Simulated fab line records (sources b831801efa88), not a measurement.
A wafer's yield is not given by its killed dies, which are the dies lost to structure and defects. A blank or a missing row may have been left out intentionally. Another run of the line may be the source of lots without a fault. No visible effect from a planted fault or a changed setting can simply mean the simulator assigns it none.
Chamber matching + flow gf180mcu + GF_V3_CVD_02 on pecvd-01: 3 sister chambers
The step deposits SiO2 from TEOS, target thk 850 nm, time 94.851 s. 6 wafers are shown with their chamber, then 12 later ones without.

EACH WAFER AND ITS CHAMBER
| wafer  | chamber | heater-power-w (W) |
|--------|---------|--------------------|
| L087.4 | 0       | 650                |
| L087.5 | 1       | 746                |
| L087.6 | 2       | 454                |
| L089.1 | 0       | 583                |
| L089.5 | 1       | 706                |
| L089.6 | 2       | 555                |

WAFERS MISSING THEIR CHAMBER
| wafer  | heater-power-w (W) |
|--------|--------------------|
| L090.1 | 569                |
| L090.2 | 641                |
| L090.3 | 723                |
| L090.4 | 600                |
| L090.5 | 529                |
| L090.6 | 457                |
| L095.1 | 481                |
| L095.3 | 572                |
| L095.6 | 618                |
| L097.1 | 624                |
| L097.2 | 481                |
| L097.6 | 537                |

WHICH CHAMBER EACH ONE RAN IN
| wafer  | from the rows above     | in truth |
|--------|-------------------------|----------|
| L090.1 | can't be placed: 0 or 2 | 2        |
| L090.2 | can't be placed: 0 or 1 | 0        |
| L090.3 | can't be placed: 1 or 0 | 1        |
| L090.4 | can't be placed: 0 or 2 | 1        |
| L090.5 | can't be placed: 2 or 0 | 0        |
| L090.6 | 2                       | 2        |
| L095.1 | 2                       | 2        |
| L095.3 | can't be placed: 0 or 2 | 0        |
| L095.6 | 0                       | 0        |
| L097.1 | can't be placed: 0 or 1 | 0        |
| L097.2 | 2                       | 2        |
| L097.6 | can't be placed: 2 or 0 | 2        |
Correct placement for 4 of the 12. Can't be placed from these rows: 8 (the true chamber is among the candidates in 7). Wrongly placed: 0.
How it was worked out, from the rows above alone: a wafer's distance from a chamber is the root of the sum, over the readings, of the square of ((its reading less the chamber's mean) divided by the reading's scatter). The wafer belongs to the nearest chamber; if the next one is less than 2 further off, it can't be placed. Each chamber's mean is taken over the wafers shown for it. How the scatter is found: for the shown wafers, subtract from each reading the mean of its chamber, square and add these, divide the total by (wafers less chambers), then take the root.
